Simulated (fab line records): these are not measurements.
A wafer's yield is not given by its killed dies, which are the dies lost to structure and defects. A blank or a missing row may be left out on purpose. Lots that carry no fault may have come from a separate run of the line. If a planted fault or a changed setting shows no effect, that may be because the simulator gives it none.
fab line records	flow gf180mcu
record: lots: 5	wafers: 14	last_day: 34
route steps=602 shown V4@491 MIM@503
lots untouched by any fault: they come from a run of this same line in which no faults occurred
start_h: the number of hours between the record's first day and the start of the first shown wafer of the lot	wait_h: hours since the lot's step before	" repeats the value in the row above	L1.1+2: one row covering several wafers at once	- value missing, or start not given	* or withheld: withheld	< > ~ a bound
route shown NAME@n: names a module that has steps shown in the file, with the first one's number in the route	usual: average and standard deviation across the fault-free wafers	same: alike in all rows	chamber/n: place in a boat	sites: readings site by site	_std_site: standard deviation of those values	_edge_site: outer sites' mean less inner sites'	radius_mm: for every site, how far away it sits from the centre of the wafer	mask NAME#n: copy n	behind: tool/chamber where the wafer was last shaped	hold: cause of the lot's hold/its duration in hours/its outcome	device: transistor that didn't switch, given as n, p or np	end of line: tests of these same wafers at the route's end	a step given without rows: its recipe and nothing more	killed: at the first sort, the dies lost to defects and structure; wafer yield is something else	map: per-die view of a wafer (x killed, . not killed, _ where there is no die)
set.NAME: the setting that was run; set.NAME@STEP: the one run at that earlier step	model.NAME: the simulator's own value behind a step, which no gauge read
lots seen at some steps along the route; tables by step, rows by wafer
services: a tool's chamber out of use, with start hour (start_h, from the record's first day; less than 0 if before it), hours out, and reason
== steps ==
step: GF_V4_OVL_MEAS_15
usual: V4_OVL: 2/5.2
lot.wafer	tool	chamber	start_h	wait_h	V4_OVL[nm]
L609.2	overlay-01	-	577.55	0.1	-6
L609.4	"	-	"	"	-8
L609.5	"	-	"	"	-7
L617.4	overlay-01	-	620.17	0.1	3
L617.5	"	-	"	"	-1
L625.1	overlay-02	-	679.35	0.1	1
L625.2	"	-	"	"	8
L625.6	"	-	"	"	11
L627.2	overlay-01	-	695.76	0.1	0
L627.4	"	-	"	"	-2
L627.5	"	-	"	"	0
L631.1	overlay-02	-	722.15	0.1	11
L631.2	"	-	"	"	7
L631.5	"	-	"	"	6
step: GF_V4_ETCH_16
recipe: chemistry: N2/H2	target_depth_a: withheld	overetch_a: withheld	time_s: withheld	target: BARC	ion_energy_ev: 200	source_w: 500	bias_w: 100	pressure_mtorr: 30	n2_flow_sccm: 100	h2_flow_sccm: 200
step: GF_V4_ETCH_17
recipe: chemistry: C4F8/O2/Ar	mask_material: KrF	target: SiO2	stop_on: TiN	source_w: 1500	bias_w: 1200	pressure_mtorr: 40	c4f8_flow_sccm: withheld	O2_flow_sccm: 6	Ar_flow_sccm: 300	time_s: withheld	target_depth_a: 6300
usual: bias_w: 1200/3.4	oes_product_au: 0.855/0.0044
lot.wafer	tool	chamber	start_h	wait_h	bias_w	oes_product_au
L609.2	rie_diel-03	2	-	-	1193	0.859
L609.4	"	0	"	"	1197	0.853
L609.5	"	2	"	"	1197	0.853
L617.4	rie_diel-04	1	-	-	1209	0.858
L617.5	"	2	"	"	1197	0.858
L625.1	rie_diel-04	3	-	-	1196	0.860
L625.2	"	1	"	"	1200	0.863
L625.6	"	1	"	"	1200	0.847
L627.2	rie_diel-01	1	-	-	1204	0.861
L627.4	"	3	"	"	1202	0.857
L627.5	"	0	"	"	1197	0.859
L631.1	rie_diel-04	0	-	-	1203	0.861
L631.2	"	2	"	"	1206	0.856
L631.5	"	1	"	"	1196	0.864
step: GF_V4_STRIP_18
recipe: chemistry: O2/N2	power_w: 1400	pressure_mtorr: 1500	platen_temp_c: 250	o2_flow_sccm: 3000	n2_flow_sccm: 300	overash_fraction: 0.5
usual: drypump_motor_current_A: 5.7/0.47	heater_power_w: 332/41	oes_product_au: 0.593/0.0048
lot.wafer	tool	chamber	start_h	wait_h	drypump_motor_current_A	heater_power_w	oes_product_au	rf_hours_counter_h
L609.2	plasma_asher-01	1	577.71	-	5.0	285	0.596	82
L609.4	"	1	"	"	5.0	299	0.591	-
L609.5	"	0	"	"	5.2	316	0.597	-
L617.4	plasma_asher-01	0	620.35	-	5.2	310	0.592	-
L617.5	"	0	"	"	5.2	312	0.594	-
L625.1	plasma_asher-01	1	679.51	-	5.0	291	0.586	93
L625.2	"	0	"	"	5.2	316	0.591	93
L625.6	"	1	"	"	4.9	289	0.596	-
L627.2	plasma_asher-04	1	695.91	-	6.0	321	0.597	29
L627.4	"	0	"	"	6.0	317	0.592	-
L627.5	"	1	"	"	6.0	323	0.585	-
L631.1	plasma_asher-02	0	722.32	-	6.2	422	0.594	59
L631.2	"	1	"	"	6.0	323	0.593	59
L631.5	"	0	"	"	6.2	427	0.599	-
step: GF_V4_STRIP_19
recipe: chemistry: post_etch_residue_remover	time_s: 1200	temp_c: 72.5
step: GF_V4_CLEAN_20
recipe: chemistry: DIW	dry: n2_spin
step: GF_V4_SPUTTER_21
recipe: material: Ti	target_thk_nm: 15	chamber_pressure_pa: 5	power_w: 2500	substrate_temp_c: 200	time_s: 80.02
usual: chamber_pressure_pa: 5.001/0.011	throttle_valve_pct: 30.7/1.1
lot.wafer	tool	chamber	start_h	wait_h	chamber_pressure_pa	throttle_valve_pct
L609.2	pvd_sputter-01	-	578.24	0.0	4.984	30.7
L609.4	"	-	"	"	4.985	30.6
L609.5	"	-	"	"	5.000	31.4
L617.4	pvd_sputter-03	-	620.86	0.0	5.001	31.0
L617.5	"	-	"	"	5.017	30.9
L625.1	pvd_sputter-03	-	680.06	0.0	4.990	31.5
L625.2	"	-	"	"	4.991	30.6
L625.6	"	-	"	"	4.992	30.9
L627.2	pvd_sputter-02	-	696.45	0.0	4.990	29.7
L627.4	"	-	"	"	5.000	30.0
L627.5	"	-	"	"	5.001	30.9
L631.1	pvd_sputter-01	-	723.19	0.0	4.991	31.2
L631.2	"	-	"	"	5.013	31.9
L631.5	"	-	"	"	5.015	31.6
step: GF_V4_SPUTTER_22
recipe: material: TiN	target_thk_nm: 10	chamber_pressure_pa: 5	power_w: 4000	time_s: 40
usual: chamber_pressure_pa: 5.000/0.0095	throttle_valve_pct: 30.7/1.1
lot.wafer	tool	chamber	start_h	wait_h	chamber_pressure_pa	throttle_valve_pct
L609.2	pvd_sputter-01	-	578.31	0.0	4.997	30.5
L609.4	"	-	"	"	4.995	30.4
L609.5	"	-	"	"	4.989	31.4
L617.4	pvd_sputter-03	-	620.92	0.0	4.987	30.8
L617.5	"	-	"	"	4.987	30.6
L625.1	pvd_sputter-03	-	680.12	0.0	4.986	31.5
L625.2	"	-	"	"	5.014	30.7
L625.6	"	-	"	"	4.997	30.7
L627.2	pvd_sputter-02	-	696.51	0.0	4.989	29.5
L627.4	"	-	"	"	4.970	30.2
L627.5	"	-	"	"	4.988	30.7
L631.1	pvd_sputter-01	-	723.25	0.0	5.005	31.1
L631.2	"	-	"	"	5.015	31.7
L631.5	"	-	"	"	5.008	31.8
step: GF_V4_CVD_23
recipe: material: W	target_thk_nm: 350	time_s: 104.9	temp_c: 400	pressure_torr: 40
step: GF_V4_RS_MEAS_24
recipe: thk_meas_gauge: four-point-probe	reads: W_of_V4_CVD_23+TiN_of_V4_SPUTTER_22+Ti_of_V4_SPUTTER_21
usual: V4_W_RS: 0.324/0.0052
lot.wafer	tool	chamber	start_h	wait_h	V4_W_RS[ohm/sq]
L609.2	film_metro-01	-	578.48	0.1	0.329
L609.4	"	-	"	"	0.327
L609.5	"	-	"	"	0.328
L617.4	film_metro-03	-	621.13	0.1	0.324
L617.5	"	-	"	"	0.322
L625.1	film_metro-01	-	680.27	0.1	0.327
L625.2	"	-	"	"	0.326
L625.6	"	-	"	"	0.325
L627.2	film_metro-03	-	696.68	0.1	0.323
L627.4	"	-	"	"	0.328
L627.5	"	-	"	"	0.328
L631.1	film_metro-01	-	723.40	0.1	0.328
L631.2	"	-	"	"	0.320
L631.5	"	-	"	"	0.329
step: GF_V4_THK_MEAS_25
recipe: thk_meas_gauge: xrf	reads: W_of_V4_CVD_23
usual: V4_W_THK: 349/8.2
lot.wafer	tool	chamber	start_h	wait_h	V4_W_THK[nm]
L609.2	film_metro-01	-	578.59	0.1	345
L609.4	"	-	"	"	345
L609.5	"	-	"	"	345
L617.4	film_metro-03	-	621.22	0.1	348
L617.5	"	-	"	"	352
L625.1	film_metro-01	-	680.39	0.1	348
L625.2	"	-	"	"	347
L625.6	"	-	"	"	348
L627.2	film_metro-03	-	696.79	0.1	341
L627.4	"	-	"	"	338
L627.5	"	-	"	"	337
L631.1	film_metro-01	-	723.52	0.1	343
L631.2	"	-	"	"	351
L631.5	"	-	"	"	342
step: GF_V4_CMP_26
recipe: stop_on: SiO2	down_force_psi: 3.5	platen_rpm: 60	t_overpolish_s: 15	target_thk_nm: 0	pad_velocity_m_s: 0.94248
step: GF_MIM_SPUTTER_00
recipe: material: Ti	target_thk_nm: 37.5	arriving_ion_energy_ev: 80	substrate_temp_c: 200	chamber_pressure_pa: 2	power_w: 4000	time_s: 150
usual: chamber_pressure_pa: 2.000/0.004	throttle_valve_pct: 30.9/1.1
lot.wafer	tool	chamber	start_h	wait_h	chamber_pressure_pa	throttle_valve_pct	model.Ti_of_MIM_SPUTTER_00.thk_nm
L609.2	pvd_sputter-04	-	578.94	0.2	2.002	30.6	37.15
L609.4	"	-	"	"	2.001	32.4	36.83
L609.5	"	-	"	"	1.991	30.6	36.83
L617.4	pvd_sputter-01	-	621.55	0.1	2.002	31.6	37.34
L617.5	"	-	"	"	1.992	30.5	69.99
L625.1	pvd_sputter-01	-	680.78	0.1	2.001	31.4	37.36
L625.2	"	-	"	"	1.999	31.9	37.2
L625.6	"	-	"	"	2.000	30.7	37.13
L627.2	pvd_sputter-03	-	697.14	0.2	1.994	28.4	38
L627.4	"	-	"	"	1.996	31.3	37.99
L627.5	"	-	"	"	2.000	28.7	38.02
L631.1	pvd_sputter-04	-	723.88	0.1	2.001	30.9	37.51
L631.2	"	-	"	"	1.993	32.3	37.07
L631.5	"	-	"	"	2.003	29.0	37.53
step: GF_MIM_SPUTTER_01
recipe: material: TiN	target_thk_nm: 30	power_w: 6500	time_s: 25	chamber_pressure_pa: 0.4
usual: chamber_pressure_pa: 0.4000/0.00084	throttle_valve_pct: 30.9/1.1
lot.wafer	tool	chamber	start_h	wait_h	chamber_pressure_pa	throttle_valve_pct
L609.2	pvd_sputter-04	-	579.04	0.1	0.3994	30.5
L609.4	"	-	"	"	0.3996	32.3
L609.5	"	-	"	"	0.4000	30.4
L617.4	pvd_sputter-01	-	621.65	0.1	0.3996	31.6
L617.5	"	-	"	"	0.4012	30.6
L625.1	pvd_sputter-01	-	680.88	0.1	0.4000	31.6
L625.2	"	-	"	"	0.4007	31.6
L625.6	"	-	"	"	0.4003	30.6
L627.2	pvd_sputter-03	-	697.24	0.1	0.4003	28.8
L627.4	"	-	"	"	0.3993	31.4
L627.5	"	-	"	"	0.3986	28.8
L631.1	pvd_sputter-04	-	723.98	0.1	0.4006	31.1
L631.2	"	-	"	"	0.4002	32.3
L631.5	"	-	"	"	0.3993	28.7
== services ==
tool	chamber	start_h	hours	kind
pvd_sputter-04	-	562.26	9.9	repair
pvd_sputter-01	2	567.37	-	consumable_replace:kit
pvd_sputter-01	2	567.37	18.0	scheduled_down
pvd_sputter-01	2	567.37	18.0	vent_cycle
rie_diel-03	-	587.30	1.1	repair
pvd_sputter-03	2	588.26	-	consumable_replace:kit
pvd_sputter-03	2	588.26	18.0	scheduled_down
pvd_sputter-03	2	588.26	18.0	vent_cycle
rie_diel-01	1	590.28	1.2	repair
rie_diel-01	-	602.40	14.6	pm
plasma_asher-02	-	605.57	2.5	repair
plasma_asher-01	-	609.81	0.4	repair
plasma_asher-04	-	626.95	0.8	repair
pvd_sputter-04	-	636.29	0.5	repair
rie_diel-03	-	651.52	2.8	pm
rie_diel-03	1	665.86	4.1	repair
rie_diel-04	0	688.63	3.7	repair
rie_diel-03	3	691.79	5.9	repair
rie_diel-03	1	694.66	11.6	repair
rie_diel-04	2	697.97	2.3	repair
rie_diel-03	3	698.51	1.5	repair
rie_diel-03	3	704.15	8.3	repair
plasma_asher-01	-	710.91	4.3	pm
pvd_sputter-04	-	719.95	3.8	repair
== key ==
first_sign none at tools or gauges
model_effect: step: GF_MIM_SPUTTER_00	value: Ti_of_MIM_SPUTTER_00.thk_nm	without: 37.53	struck: 69.99
met_at GF_MIM_SPUTTER_00
struck_wafers L617.5
sort_left_out L617.5
fault: kind: process_parameter_drift	tool: pvd_sputter-01	chamber: -	onset_h: 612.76	steps: GF_MIM_SPUTTER_00	channel: target_thk_nm	offset: 32.464	shape: step	end_h: 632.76	scope: struck_wafers_only	acts_in: these_recipes_only	stated: 37.5
sort_left_out: the simulated sort isn't trusted on such a fault, so these wafers' sort isn't shown, and their yield isn't known
